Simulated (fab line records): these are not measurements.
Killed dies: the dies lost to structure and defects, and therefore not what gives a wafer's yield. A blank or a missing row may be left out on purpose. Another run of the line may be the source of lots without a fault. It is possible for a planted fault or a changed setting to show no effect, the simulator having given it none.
Which tool is to blame? || flow sky130 || 24 lots with 72 wafers sampled at 6 steps, on a route of 708 steps

WHAT THE GAUGES READ, wafer by wafer
SKY_NWELL_TW_MEAS_26.
{"lot": "L074", "measured": "day 5 04:42", "on": "film-metro-04", "NWELL_2_TW": "501.7 498.8 501.0"}
{"lot": "L075", "measured": "day 5 11:23", "on": "film-metro-03", "NWELL_2_TW": "492.6 494.9 497.3"}
{"lot": "L076", "measured": "day 5 17:52", "on": "film-metro-03", "NWELL_2_TW": "494.9 494.8 497.3"}
{"lot": "L077", "measured": "day 6 00:53", "on": "film-metro-03", "NWELL_2_TW": "494.7 494.0 494.6"}
{"lot": "L078", "measured": "day 6 08:37", "on": "film-metro-04", "NWELL_2_TW": "499.0 497.4 498.0"}
{"lot": "L079", "measured": "day 6 10:56", "on": "film-metro-04", "NWELL_2_TW": "501.4 498.7 501.4"}
{"lot": "L080", "measured": "day 6 14:22", "on": "film-metro-02", "NWELL_2_TW": "496.2 496.0 495.7"}
{"lot": "L081", "measured": "day 7 01:02", "on": "film-metro-04", "NWELL_2_TW": "498.7 501.1 498.7"}
{"lot": "L082", "measured": "day 7 09:43", "on": "film-metro-04", "NWELL_2_TW": "496.4 496.3 497.6"}
{"lot": "L083", "measured": "day 7 11:38", "on": "film-metro-04", "NWELL_2_TW": "498.0 497.8 495.1"}
{"lot": "L084", "measured": "day 7 19:52", "on": "film-metro-04", "NWELL_2_TW": "497.7 496.0 495.4"}
{"lot": "L085", "measured": "day 8 05:18", "on": "film-metro-02", "NWELL_2_TW": "490.3 490.2 489.0"}
{"lot": "L086", "measured": "day 8 10:09", "on": "film-metro-02", "NWELL_2_TW": "491.7 492.3 491.6"}
{"lot": "L087", "measured": "day 8 12:52", "on": "film-metro-02", "NWELL_2_TW": "491.1 490.0 492.2"}
{"lot": "L088", "measured": "day 8 18:21", "on": "film-metro-04", "NWELL_2_TW": "499.7 498.3 500.0"}
{"lot": "L089", "measured": "day 9 02:22", "on": "film-metro-02", "NWELL_2_TW": "493.8 491.3 496.5"}
{"lot": "L090", "measured": "day 9 07:15", "on": "film-metro-03", "NWELL_2_TW": "497.3 495.4 496.7"}
{"lot": "L091", "measured": "day 9 15:02", "on": "film-metro-04", "NWELL_2_TW": "497.7 502.4 497.8"}
{"lot": "L092", "measured": "day 9 23:14", "on": "film-metro-04", "NWELL_2_TW": "498.2 501.4 495.5"}
{"lot": "L093", "measured": "day 10 07:51", "on": "film-metro-03", "NWELL_2_TW": "497.1 496.9 497.8"}
{"lot": "L094", "measured": "day 10 09:44", "on": "film-metro-02", "NWELL_2_TW": "494.3 493.3 495.1"}
{"lot": "L095", "measured": "day 10 13:40", "on": "film-metro-02", "NWELL_2_TW": "492.5 491.1 493.9"}
{"lot": "L096", "measured": "day 10 19:11", "on": "film-metro-02", "NWELL_2_TW": "491.5 490.7 492.9"}
{"lot": "L097", "measured": "day 11 02:35", "on": "film-metro-04", "NWELL_2_TW": "497.2 493.1 495.0"}

SKY_VIA4_THK_MEAS_01.
{"lot": "L074", "measured": "day 41 19:30", "on": "film-metro-03", "VIA4_HDPCVD_THK (nm)": "1759 1749 1781"}
{"lot": "L075", "measured": "day 42 03:56", "on": "film-metro-04", "VIA4_HDPCVD_THK (nm)": "1780 1803 1769"}
{"lot": "L076", "measured": "day 42 10:20", "on": "film-metro-04", "VIA4_HDPCVD_THK (nm)": "1773 1748 1756"}
{"lot": "L077", "measured": "day 42 18:08", "on": "film-metro-04", "VIA4_HDPCVD_THK (nm)": "1749 1749 1766"}
{"lot": "L078", "measured": "day 43 00:05", "on": "film-metro-03", "VIA4_HDPCVD_THK (nm)": "1772 1784 1765"}
{"lot": "L079", "measured": "day 43 04:05", "on": "film-metro-03", "VIA4_HDPCVD_THK (nm)": "1786 1780 1782"}
{"lot": "L080", "measured": "day 43 07:22", "on": "film-metro-01", "VIA4_HDPCVD_THK (nm)": "1760 1763 1758"}
{"lot": "L081", "measured": "day 43 20:17", "on": "film-metro-04", "VIA4_HDPCVD_THK (nm)": "1749 1751 1763"}
{"lot": "L082", "measured": "day 44 10:22", "on": "film-metro-04", "VIA4_HDPCVD_THK (nm)": "1773 1789 1771"}
{"lot": "L083", "measured": "day 44 10:34", "on": "film-metro-04", "VIA4_HDPCVD_THK (nm)": "1777 1779 1780"}
{"lot": "L084", "measured": "day 44 17:43", "on": "film-metro-03", "VIA4_HDPCVD_THK (nm)": "1792 1757 1743"}
{"lot": "L085", "measured": "day 45 07:01", "on": "film-metro-03", "VIA4_HDPCVD_THK (nm)": "1770 1781 1761"}
{"lot": "L086", "measured": "day 45 09:55", "on": "film-metro-03", "VIA4_HDPCVD_THK (nm)": "1743 1766 1728"}
{"lot": "L087", "measured": "day 45 13:14", "on": "film-metro-01", "VIA4_HDPCVD_THK (nm)": "1751 1760 1752"}
{"lot": "L088", "measured": "day 45 14:01", "on": "film-metro-04", "VIA4_HDPCVD_THK (nm)": "1771 1787 1782"}
{"lot": "L089", "measured": "day 46 05:08", "on": "film-metro-04", "VIA4_HDPCVD_THK (nm)": "1759 1778 1767"}
{"lot": "L090", "measured": "day 46 05:26", "on": "film-metro-04", "VIA4_HDPCVD_THK (nm)": "1760 1752 1755"}
{"lot": "L091", "measured": "day 46 17:46", "on": "film-metro-04", "VIA4_HDPCVD_THK (nm)": "1753 1758 1766"}
{"lot": "L092", "measured": "day 46 18:23", "on": "film-metro-01", "VIA4_HDPCVD_THK (nm)": "1771 1770 1759"}
{"lot": "L093", "measured": "day 47 10:55", "on": "film-metro-03", "VIA4_HDPCVD_THK (nm)": "1770 1777 1775"}
{"lot": "L094", "measured": "day 47 11:19", "on": "film-metro-03", "VIA4_HDPCVD_THK (nm)": "1769 1744 1771"}
{"lot": "L095", "measured": "day 47 15:05", "on": "film-metro-01", "VIA4_HDPCVD_THK (nm)": "1772 1740 1750"}
{"lot": "L096", "measured": "day 47 16:21", "on": "film-metro-03", "VIA4_HDPCVD_THK (nm)": "1756 1760 1759"}
{"lot": "L097", "measured": "day 47 18:48", "on": "film-metro-04", "VIA4_HDPCVD_THK (nm)": "1762 1732 1766"}

SKY_METAL5_THK_MEAS_06: measures by xrf.
{"lot": "L074", "measured": "day 42 21:38", "on": "film-metro-02", "METAL5_ALCU_THK (nm)": "1179 1191 1183"}
{"lot": "L075", "measured": "day 43 05:22", "on": "film-metro-03", "METAL5_ALCU_THK (nm)": "1182 1181 1187"}
{"lot": "L076", "measured": "day 43 11:25", "on": "film-metro-03", "METAL5_ALCU_THK (nm)": "1164 1155 1150"}
{"lot": "L077", "measured": "day 43 18:53", "on": "film-metro-02", "METAL5_ALCU_THK (nm)": "1185 1164 1168"}
{"lot": "L078", "measured": "day 44 00:42", "on": "film-metro-03", "METAL5_ALCU_THK (nm)": "1178 1184 1184"}
{"lot": "L079", "measured": "day 44 04:02", "on": "film-metro-02", "METAL5_ALCU_THK (nm)": "1180 1190 1179"}
{"lot": "L080", "measured": "day 44 07:10", "on": "film-metro-02", "METAL5_ALCU_THK (nm)": "1172 1179 1179"}
{"lot": "L081", "measured": "day 44 20:17", "on": "film-metro-04", "METAL5_ALCU_THK (nm)": "1156 1172 1159"}
{"lot": "L082", "measured": "day 45 09:49", "on": "film-metro-02", "METAL5_ALCU_THK (nm)": "1154 1168 1168"}
{"lot": "L083", "measured": "day 45 10:11", "on": "film-metro-02", "METAL5_ALCU_THK (nm)": "1168 1193 1172"}
{"lot": "L084", "measured": "day 45 16:58", "on": "film-metro-04", "METAL5_ALCU_THK (nm)": "1160 1164 1181"}
{"lot": "L085", "measured": "day 46 06:23", "on": "film-metro-02", "METAL5_ALCU_THK (nm)": "1177 1159 1177"}
{"lot": "L086", "measured": "day 46 08:37", "on": "film-metro-03", "METAL5_ALCU_THK (nm)": "1181 1156 1161"}
{"lot": "L087", "measured": "day 46 12:29", "on": "film-metro-03", "METAL5_ALCU_THK (nm)": "1166 1190 1180"}
{"lot": "L088", "measured": "day 46 12:45", "on": "film-metro-03", "METAL5_ALCU_THK (nm)": "1144 1163 1156"}
{"lot": "L089", "measured": "day 47 04:04", "on": "film-metro-02", "METAL5_ALCU_THK (nm)": "1182 1184 1181"}
{"lot": "L090", "measured": "day 47 04:21", "on": "film-metro-03", "METAL5_ALCU_THK (nm)": "1178 1168 1163"}
{"lot": "L091", "measured": "day 47 15:26", "on": "film-metro-04", "METAL5_ALCU_THK (nm)": "1151 1157 1148"}
{"lot": "L092", "measured": "day 47 16:26", "on": "film-metro-04", "METAL5_ALCU_THK (nm)": "1167 1188 1176"}
{"lot": "L093", "measured": "day 48 08:20", "on": "film-metro-02", "METAL5_ALCU_THK (nm)": "1148 1163 1171"}
{"lot": "L094", "measured": "day 48 08:40", "on": "film-metro-04", "METAL5_ALCU_THK (nm)": "1169 1184 1172"}
{"lot": "L095", "measured": "day 48 11:46", "on": "film-metro-03", "METAL5_ALCU_THK (nm)": "1180 1172 1154"}
{"lot": "L096", "measured": "day 48 13:36", "on": "film-metro-02", "METAL5_ALCU_THK (nm)": "1157 1151 1175"}
{"lot": "L097", "measured": "day 48 15:31", "on": "film-metro-02", "METAL5_ALCU_THK (nm)": "1193 1184 1183"}

WHAT TOOL EACH LOT RAN ON (gives the tool, then ch and the chambers of the sampled wafers, and finally the start)
{"lot": "L074", "SKY_METAL2_SPUTTER_00": "pvd-sputter-04, day 33 22:39", "SKY_METAL3_METAL_ETCH_18": "rie-metal-01 ch 0,1, day 38 13:45", "SKY_VIA4_CMP_21": "cmp-01 ch 0,3, day 42 21:01"}
{"lot": "L075", "SKY_METAL2_SPUTTER_00": "pvd-sputter-04, day 34 08:37", "SKY_METAL3_METAL_ETCH_18": "rie-metal-02 ch 0,1, day 38 22:34", "SKY_VIA4_CMP_21": "cmp-02 ch 0,1,3, day 43 04:52"}
{"lot": "L076", "SKY_METAL2_SPUTTER_00": "pvd-sputter-04, day 34 14:44", "SKY_METAL3_METAL_ETCH_18": "rie-metal-02 ch 0,1, day 39 03:55", "SKY_VIA4_CMP_21": "cmp-01 ch 0,1,3, day 43 10:55"}
{"lot": "L077", "SKY_METAL2_SPUTTER_00": "pvd-sputter-03, day 35 01:04", "SKY_METAL3_METAL_ETCH_18": "rie-metal-02 ch 1, day 39 12:37", "SKY_VIA4_CMP_21": "cmp-01 ch 0,2, day 43 18:17"}
{"lot": "L078", "SKY_METAL2_SPUTTER_00": "pvd-sputter-04, day 35 07:43", "SKY_METAL3_METAL_ETCH_18": "rie-metal-03 ch 0, day 39 19:29", "SKY_VIA4_CMP_21": "cmp-02 ch 0,2, day 44 00:10"}
{"lot": "L079", "SKY_METAL2_SPUTTER_00": "pvd-sputter-01, day 35 12:04", "SKY_METAL3_METAL_ETCH_18": "rie-metal-03 ch 0,1, day 39 23:22", "SKY_VIA4_CMP_21": "cmp-02 ch 1,2,3, day 44 03:29"}
{"lot": "L080", "SKY_METAL2_SPUTTER_00": "pvd-sputter-01, day 35 17:40", "SKY_METAL3_METAL_ETCH_18": "rie-metal-02 ch 0,1, day 40 03:58", "SKY_VIA4_CMP_21": "cmp-02 ch 0,1, day 44 06:35"}
{"lot": "L081", "SKY_METAL2_SPUTTER_00": "pvd-sputter-01, day 36 06:49", "SKY_METAL3_METAL_ETCH_18": "rie-metal-03 ch 0,1, day 40 16:02", "SKY_VIA4_CMP_21": "cmp-01 ch 1,2,3, day 44 19:41"}
{"lot": "L082", "SKY_METAL2_SPUTTER_00": "pvd-sputter-03, day 36 23:22", "SKY_METAL3_METAL_ETCH_18": "rie-metal-02 ch 0,1, day 41 07:41", "SKY_VIA4_CMP_21": "cmp-02 ch 0,1,3, day 45 09:23"}
{"lot": "L083", "SKY_METAL2_SPUTTER_00": "pvd-sputter-01, day 36 21:21", "SKY_METAL3_METAL_ETCH_18": "rie-metal-03 ch 0,1, day 41 07:05", "SKY_VIA4_CMP_21": "cmp-01 ch 1,2, day 45 09:38"}
{"lot": "L084", "SKY_METAL2_SPUTTER_00": "pvd-sputter-03, day 37 08:08", "SKY_METAL3_METAL_ETCH_18": "rie-metal-01 ch 0,1, day 41 15:53", "SKY_VIA4_CMP_21": "cmp-02 ch 0,2,3, day 45 16:25"}
{"lot": "L085", "SKY_METAL2_SPUTTER_00": "pvd-sputter-03, day 37 21:44", "SKY_METAL3_METAL_ETCH_18": "rie-metal-02 ch 0,1, day 42 06:42", "SKY_VIA4_CMP_21": "cmp-01 ch 0,2,3, day 46 05:53"}
{"lot": "L086", "SKY_METAL2_SPUTTER_00": "pvd-sputter-04, day 38 03:45", "SKY_METAL3_METAL_ETCH_18": "rie-metal-02 ch 0,1, day 42 10:13", "SKY_VIA4_CMP_21": "cmp-01 ch 0,1, day 46 08:04"}
{"lot": "L087", "SKY_METAL2_SPUTTER_00": "pvd-sputter-03, day 38 06:08", "SKY_METAL3_METAL_ETCH_18": "rie-metal-02 ch 0,1, day 42 13:33", "SKY_VIA4_CMP_21": "cmp-01 ch 0,1,2, day 46 11:53"}
{"lot": "L088", "SKY_METAL2_SPUTTER_00": "pvd-sputter-03, day 38 08:55", "SKY_METAL3_METAL_ETCH_18": "rie-metal-03 ch 1, day 42 15:19", "SKY_VIA4_CMP_21": "cmp-02 ch 1,2,3, day 46 12:13"}
{"lot": "L089", "SKY_METAL2_SPUTTER_00": "pvd-sputter-03, day 39 04:18", "SKY_METAL3_METAL_ETCH_18": "rie-metal-01 ch 0,1, day 43 07:12", "SKY_VIA4_CMP_21": "cmp-01 ch 2,3, day 47 03:28"}
{"lot": "L090", "SKY_METAL2_SPUTTER_00": "pvd-sputter-03, day 39 05:12", "SKY_METAL3_METAL_ETCH_18": "rie-metal-03 ch 0,1, day 43 07:40", "SKY_VIA4_CMP_21": "cmp-02 ch 1,2,3, day 47 03:46"}
{"lot": "L091", "SKY_METAL2_SPUTTER_00": "pvd-sputter-03, day 39 13:05", "SKY_METAL3_METAL_ETCH_18": "rie-metal-01 ch 0,1, day 43 17:50", "SKY_VIA4_CMP_21": "cmp-02 ch 1,2,3, day 47 14:50"}
{"lot": "L092", "SKY_METAL2_SPUTTER_00": "pvd-sputter-01, day 39 19:43", "SKY_METAL3_METAL_ETCH_18": "rie-metal-03 ch 0,1, day 43 21:15", "SKY_VIA4_CMP_21": "cmp-01 ch 1,2, day 47 15:50"}
{"lot": "L093", "SKY_METAL2_SPUTTER_00": "pvd-sputter-03, day 40 13:26", "SKY_METAL3_METAL_ETCH_18": "rie-metal-02 ch 1, day 44 14:59", "SKY_VIA4_CMP_21": "cmp-01 ch 1,2,3, day 48 07:50"}
{"lot": "L094", "SKY_METAL2_SPUTTER_00": "pvd-sputter-04, day 40 14:46", "SKY_METAL3_METAL_ETCH_18": "rie-metal-01 ch 0,1, day 44 15:30", "SKY_VIA4_CMP_21": "cmp-01 ch 2,3, day 48 08:03"}
{"lot": "L095", "SKY_METAL2_SPUTTER_00": "pvd-sputter-01, day 40 18:07", "SKY_METAL3_METAL_ETCH_18": "rie-metal-02 ch 0,1, day 44 20:46", "SKY_VIA4_CMP_21": "cmp-02 ch 0,1,3, day 48 11:11"}
{"lot": "L096", "SKY_METAL2_SPUTTER_00": "pvd-sputter-03, day 40 21:24", "SKY_METAL3_METAL_ETCH_18": "rie-metal-01 ch 0,1, day 44 21:51", "SKY_VIA4_CMP_21": "cmp-01 ch 0,1,3, day 48 13:05"}
{"lot": "L097", "SKY_METAL2_SPUTTER_00": "pvd-sputter-03, day 41 01:34", "SKY_METAL3_METAL_ETCH_18": "rie-metal-02 ch 1, day 45 00:17", "SKY_VIA4_CMP_21": "cmp-02 ch 0,1,2, day 48 14:55"}
- SKY_METAL2_SPUTTER_00: material Ti, target thk 15 nm, time 10 s.
- SKY_METAL3_METAL_ETCH_18: etches the open film in Cl2/BCl3, stops on SiO2, target depth 845 nm, time 183.1 s.
- SKY_VIA4_CMP_21: polishes, stops on SiO2, t overpolish 25 s, target thk 0 nm.

AS READ BY THE TOOLS THEMSELVES (means over the sampled wafers that have a number; for cases with no such wafer, the mark the record gives instead)
SKY_METAL2_SPUTTER_00.
{"lot": "L074", "tool": "pvd-sputter-04", "chamber-pressure-pa (Pa)": 0.3998, "throttle-valve-pct (%)": 30.0}
{"lot": "L075", "tool": "pvd-sputter-04", "chamber-pressure-pa (Pa)": 0.3999, "throttle-valve-pct (%)": 30.0}
{"lot": "L076", "tool": "pvd-sputter-04", "chamber-pressure-pa (Pa)": 0.4000, "throttle-valve-pct (%)": 29.0}
{"lot": "L077", "tool": "pvd-sputter-03", "chamber-pressure-pa (Pa)": 0.3997, "throttle-valve-pct (%)": 30.9}
{"lot": "L078", "tool": "pvd-sputter-04", "chamber-pressure-pa (Pa)": 0.3989, "throttle-valve-pct (%)": 29.6}
{"lot": "L079", "tool": "pvd-sputter-01", "chamber-pressure-pa (Pa)": 0.3998, "throttle-valve-pct (%)": 29.6}
{"lot": "L080", "tool": "pvd-sputter-01", "chamber-pressure-pa (Pa)": 0.4005, "throttle-valve-pct (%)": 30.2}
{"lot": "L081", "tool": "pvd-sputter-01", "chamber-pressure-pa (Pa)": 0.3988, "throttle-valve-pct (%)": 30.1}
{"lot": "L082", "tool": "pvd-sputter-03", "chamber-pressure-pa (Pa)": 0.4008, "throttle-valve-pct (%)": 30.7}
{"lot": "L083", "tool": "pvd-sputter-01", "chamber-pressure-pa (Pa)": 0.3996, "throttle-valve-pct (%)": 30.0}
{"lot": "L084", "tool": "pvd-sputter-03", "chamber-pressure-pa (Pa)": 0.4006, "throttle-valve-pct (%)": 30.9}
{"lot": "L085", "tool": "pvd-sputter-03", "chamber-pressure-pa (Pa)": 0.3996, "throttle-valve-pct (%)": 29.7}
{"lot": "L086", "tool": "pvd-sputter-04", "chamber-pressure-pa (Pa)": 0.3996, "throttle-valve-pct (%)": 29.5}
{"lot": "L087", "tool": "pvd-sputter-03", "chamber-pressure-pa (Pa)": 0.4004, "throttle-valve-pct (%)": 29.9}
{"lot": "L088", "tool": "pvd-sputter-03", "chamber-pressure-pa (Pa)": 0.3999, "throttle-valve-pct (%)": 30.3}
{"lot": "L089", "tool": "pvd-sputter-03", "chamber-pressure-pa (Pa)": 0.3996, "throttle-valve-pct (%)": 29.7}
{"lot": "L090", "tool": "pvd-sputter-03", "chamber-pressure-pa (Pa)": 0.3989, "throttle-valve-pct (%)": 29.9}
{"lot": "L091", "tool": "pvd-sputter-03", "chamber-pressure-pa (Pa)": 0.3994, "throttle-valve-pct (%)": 30.5}
{"lot": "L092", "tool": "pvd-sputter-01", "chamber-pressure-pa (Pa)": 0.4001, "throttle-valve-pct (%)": 29.4}
{"lot": "L093", "tool": "pvd-sputter-03", "chamber-pressure-pa (Pa)": 0.4001, "throttle-valve-pct (%)": 30.0}
{"lot": "L094", "tool": "pvd-sputter-04", "chamber-pressure-pa (Pa)": 0.4006, "throttle-valve-pct (%)": 29.6}
{"lot": "L095", "tool": "pvd-sputter-01", "chamber-pressure-pa (Pa)": 0.4006, "throttle-valve-pct (%)": 30.2}
{"lot": "L096", "tool": "pvd-sputter-03", "chamber-pressure-pa (Pa)": 0.3999, "throttle-valve-pct (%)": 30.7}
{"lot": "L097", "tool": "pvd-sputter-03", "chamber-pressure-pa (Pa)": 0.3994, "throttle-valve-pct (%)": 31.0}

SKY_METAL3_METAL_ETCH_18.
{"lot": "L074", "tool": "rie-metal-01", "drypump-motor-current-A (A)": 6.0, "mfc-cl2-sccm (sccm)": 60.09, "oes-product-au (a.u.)": 0.865, "throttle-valve-pct (%)": 22.261}
{"lot": "L075", "tool": "rie-metal-02", "drypump-motor-current-A (A)": 6.2, "mfc-cl2-sccm (sccm)": 60.09, "oes-product-au (a.u.)": 0.861, "throttle-valve-pct (%)": 22.257}
{"lot": "L076", "tool": "rie-metal-02", "drypump-motor-current-A (A)": 6.3, "mfc-cl2-sccm (sccm)": 60.12, "oes-product-au (a.u.)": 0.861, "throttle-valve-pct (%)": 22.260}
{"lot": "L077", "tool": "rie-metal-02", "drypump-motor-current-A (A)": 6.3, "mfc-cl2-sccm (sccm)": 59.96, "oes-product-au (a.u.)": 0.863, "throttle-valve-pct (%)": 22.256}
{"lot": "L078", "tool": "rie-metal-03", "drypump-motor-current-A (A)": 5.7, "mfc-cl2-sccm (sccm)": 60.24, "oes-product-au (a.u.)": 0.863, "throttle-valve-pct (%)": 22.266}
{"lot": "L079", "tool": "rie-metal-03", "drypump-motor-current-A (A)": 5.2, "mfc-cl2-sccm (sccm)": 60.16, "oes-product-au (a.u.)": 0.866, "throttle-valve-pct (%)": 22.267}
{"lot": "L080", "tool": "rie-metal-02", "drypump-motor-current-A (A)": 6.3, "mfc-cl2-sccm (sccm)": 60.04, "oes-product-au (a.u.)": 0.865, "throttle-valve-pct (%)": 22.263}
{"lot": "L081", "tool": "rie-metal-03", "drypump-motor-current-A (A)": 5.5, "mfc-cl2-sccm (sccm)": 60.03, "oes-product-au (a.u.)": 0.871, "throttle-valve-pct (%)": 22.263}
{"lot": "L082", "tool": "rie-metal-02", "drypump-motor-current-A (A)": 6.2, "mfc-cl2-sccm (sccm)": 59.94, "oes-product-au (a.u.)": 0.866, "throttle-valve-pct (%)": 22.263}
{"lot": "L083", "tool": "rie-metal-03", "drypump-motor-current-A (A)": 5.3, "mfc-cl2-sccm (sccm)": 60.17, "oes-product-au (a.u.)": 0.865, "throttle-valve-pct (%)": 22.264}
{"lot": "L084", "tool": "rie-metal-01", "drypump-motor-current-A (A)": 6.0, "mfc-cl2-sccm (sccm)": 59.98, "oes-product-au (a.u.)": 0.871, "throttle-valve-pct (%)": 22.259}
{"lot": "L085", "tool": "rie-metal-02", "drypump-motor-current-A (A)": 6.3, "mfc-cl2-sccm (sccm)": 59.98, "oes-product-au (a.u.)": 0.872, "throttle-valve-pct (%)": 22.264}
{"lot": "L086", "tool": "rie-metal-02", "drypump-motor-current-A (A)": 6.2, "mfc-cl2-sccm (sccm)": 59.79, "oes-product-au (a.u.)": 0.862, "throttle-valve-pct (%)": 22.260}
{"lot": "L087", "tool": "rie-metal-02", "drypump-motor-current-A (A)": 6.2, "mfc-cl2-sccm (sccm)": 59.91, "oes-product-au (a.u.)": 0.875, "throttle-valve-pct (%)": 22.261}
{"lot": "L088", "tool": "rie-metal-03", "drypump-motor-current-A (A)": 5.0, "mfc-cl2-sccm (sccm)": 60.28, "oes-product-au (a.u.)": 0.874, "throttle-valve-pct (%)": 22.271}
{"lot": "L089", "tool": "rie-metal-01", "drypump-motor-current-A (A)": 6.4, "mfc-cl2-sccm (sccm)": 60.01, "oes-product-au (a.u.)": 0.875, "throttle-valve-pct (%)": 22.264}
{"lot": "L090", "tool": "rie-metal-03", "drypump-motor-current-A (A)": 5.5, "mfc-cl2-sccm (sccm)": 60.02, "oes-product-au (a.u.)": 0.861, "throttle-valve-pct (%)": 22.258}
{"lot": "L091", "tool": "rie-metal-01", "drypump-motor-current-A (A)": 6.4, "mfc-cl2-sccm (sccm)": 60.03, "oes-product-au (a.u.)": 0.866, "throttle-valve-pct (%)": 22.267}
{"lot": "L092", "tool": "rie-metal-03", "drypump-motor-current-A (A)": 5.5, "mfc-cl2-sccm (sccm)": 60.04, "oes-product-au (a.u.)": 0.869, "throttle-valve-pct (%)": 22.262}
{"lot": "L093", "tool": "rie-metal-02", "drypump-motor-current-A (A)": 6.4, "mfc-cl2-sccm (sccm)": 59.92, "oes-product-au (a.u.)": 0.858, "throttle-valve-pct (%)": 22.269}
{"lot": "L094", "tool": "rie-metal-01", "drypump-motor-current-A (A)": 6.0, "mfc-cl2-sccm (sccm)": 60.01, "oes-product-au (a.u.)": 0.869, "throttle-valve-pct (%)": 22.261}
{"lot": "L095", "tool": "rie-metal-02", "drypump-motor-current-A (A)": 6.3, "mfc-cl2-sccm (sccm)": 59.96, "oes-product-au (a.u.)": 0.872, "throttle-valve-pct (%)": 22.258}
{"lot": "L096", "tool": "rie-metal-01", "drypump-motor-current-A (A)": 6.4, "mfc-cl2-sccm (sccm)": 60.05, "oes-product-au (a.u.)": 0.864, "throttle-valve-pct (%)": 22.261}
{"lot": "L097", "tool": "rie-metal-02", "drypump-motor-current-A (A)": 6.3, "mfc-cl2-sccm (sccm)": 60.06, "oes-product-au (a.u.)": 0.879, "throttle-valve-pct (%)": 22.261}

SKY_VIA4_CMP_21.
{"lot": "L074", "tool": "cmp-01", "edge-zone-pressure-frac": 1.003, "motor-current-A (A)": 10.1, "overpolish-run-s (s)": 25.009, "time-to-endpoint-s (s)": 118}
{"lot": "L075", "tool": "cmp-02", "edge-zone-pressure-frac": 0.999, "motor-current-A (A)": 10.2, "overpolish-run-s (s)": 25.003, "time-to-endpoint-s (s)": 123}
{"lot": "L076", "tool": "cmp-01", "edge-zone-pressure-frac": 0.999, "motor-current-A (A)": 10.9, "overpolish-run-s (s)": 25.009, "time-to-endpoint-s (s)": 118}
{"lot": "L077", "tool": "cmp-01", "edge-zone-pressure-frac": 1.000, "motor-current-A (A)": 11.7, "overpolish-run-s (s)": 25.008, "time-to-endpoint-s (s)": 124}
{"lot": "L078", "tool": "cmp-02", "edge-zone-pressure-frac": 1.003, "motor-current-A (A)": 10.6, "overpolish-run-s (s)": 25.004, "time-to-endpoint-s (s)": 125}
{"lot": "L079", "tool": "cmp-02", "edge-zone-pressure-frac": 1.007, "motor-current-A (A)": 11.4, "overpolish-run-s (s)": 25.000, "time-to-endpoint-s (s)": 121}
{"lot": "L080", "tool": "cmp-02", "edge-zone-pressure-frac": 0.997, "motor-current-A (A)": 10.3, "overpolish-run-s (s)": 25.005, "time-to-endpoint-s (s)": 123}
{"lot": "L081", "tool": "cmp-01", "edge-zone-pressure-frac": 1.002, "motor-current-A (A)": 11.8, "overpolish-run-s (s)": 25.002, "time-to-endpoint-s (s)": 122}
{"lot": "L082", "tool": "cmp-02", "edge-zone-pressure-frac": 0.999, "motor-current-A (A)": 10.2, "overpolish-run-s (s)": 24.999, "time-to-endpoint-s (s)": 128}
{"lot": "L083", "tool": "cmp-01", "edge-zone-pressure-frac": 0.999, "motor-current-A (A)": 12.4, "overpolish-run-s (s)": 24.997, "time-to-endpoint-s (s)": 119}
{"lot": "L084", "tool": "cmp-02", "edge-zone-pressure-frac": 1.002, "motor-current-A (A)": 10.7, "overpolish-run-s (s)": 25.002, "time-to-endpoint-s (s)": 132}
{"lot": "L085", "tool": "cmp-01", "edge-zone-pressure-frac": 1.004, "motor-current-A (A)": 10.3, "overpolish-run-s (s)": 25.000, "time-to-endpoint-s (s)": 118}
{"lot": "L086", "tool": "cmp-01", "edge-zone-pressure-frac": 0.996, "motor-current-A (A)": 10.2, "overpolish-run-s (s)": 25.001, "time-to-endpoint-s (s)": 120}
{"lot": "L087", "tool": "cmp-01", "edge-zone-pressure-frac": 1.003, "motor-current-A (A)": 11.7, "overpolish-run-s (s)": 24.992, "time-to-endpoint-s (s)": 124}
{"lot": "L088", "tool": "cmp-02", "edge-zone-pressure-frac": 0.998, "motor-current-A (A)": 11.4, "overpolish-run-s (s)": 24.997, "time-to-endpoint-s (s)": 118}
{"lot": "L089", "tool": "cmp-01", "edge-zone-pressure-frac": 1.001, "motor-current-A (A)": 10.8, "overpolish-run-s (s)": 24.999, "time-to-endpoint-s (s)": 118}
{"lot": "L090", "tool": "cmp-02", "edge-zone-pressure-frac": 1.001, "motor-current-A (A)": 11.3, "overpolish-run-s (s)": 25.001, "time-to-endpoint-s (s)": 122}
{"lot": "L091", "tool": "cmp-02", "edge-zone-pressure-frac": 1.000, "motor-current-A (A)": 11.6, "overpolish-run-s (s)": 24.996, "time-to-endpoint-s (s)": 120}
{"lot": "L092", "tool": "cmp-01", "edge-zone-pressure-frac": 0.995, "motor-current-A (A)": 12.5, "overpolish-run-s (s)": 24.999, "time-to-endpoint-s (s)": 117}
{"lot": "L093", "tool": "cmp-01", "edge-zone-pressure-frac": 1.001, "motor-current-A (A)": 11.5, "overpolish-run-s (s)": 25.001, "time-to-endpoint-s (s)": 121}
{"lot": "L094", "tool": "cmp-01", "edge-zone-pressure-frac": 1.005, "motor-current-A (A)": 11.0, "overpolish-run-s (s)": 24.996, "time-to-endpoint-s (s)": 120}
{"lot": "L095", "tool": "cmp-02", "edge-zone-pressure-frac": 1.003, "motor-current-A (A)": 9.9, "overpolish-run-s (s)": 24.993, "time-to-endpoint-s (s)": 120}
{"lot": "L096", "tool": "cmp-01", "edge-zone-pressure-frac": 1.001, "motor-current-A (A)": 10.6, "overpolish-run-s (s)": 25.008, "time-to-endpoint-s (s)": 117}
{"lot": "L097", "tool": "cmp-02", "edge-zone-pressure-frac": 1.002, "motor-current-A (A)": 11.0, "overpolish-run-s (s)": 25.004, "time-to-endpoint-s (s)": 121}

THE ANSWER, worked out from the rows above alone
Rule: the usual values come from the lots themselves. The widest of any qualifying gaps counts: lots, ordered by their means at a reading, are off when they make up no more than a third of the lots, leave a main group of 4 or more, and stand apart from it by 3 or more times the standard deviation of that group's means. The tables above print the reading to a certain number of digits; a main group whose means all agree to those digits is not used. A lot without any number at a reading at which 4 lots or more have one is off too. Any other lot the step has rows for is counted as sound. The gauges are gone through in route order, then the tools' own readings, and for those a lot's mean is taken as printed above. The first step at which some lot is off is used, and at that step the reading that is off furthest; a lot without a number counts as furthest.
No lot is off on any of the readings shown, so nothing can be concluded from this.

WHAT WAS PUT IN BY THE SIMULATOR
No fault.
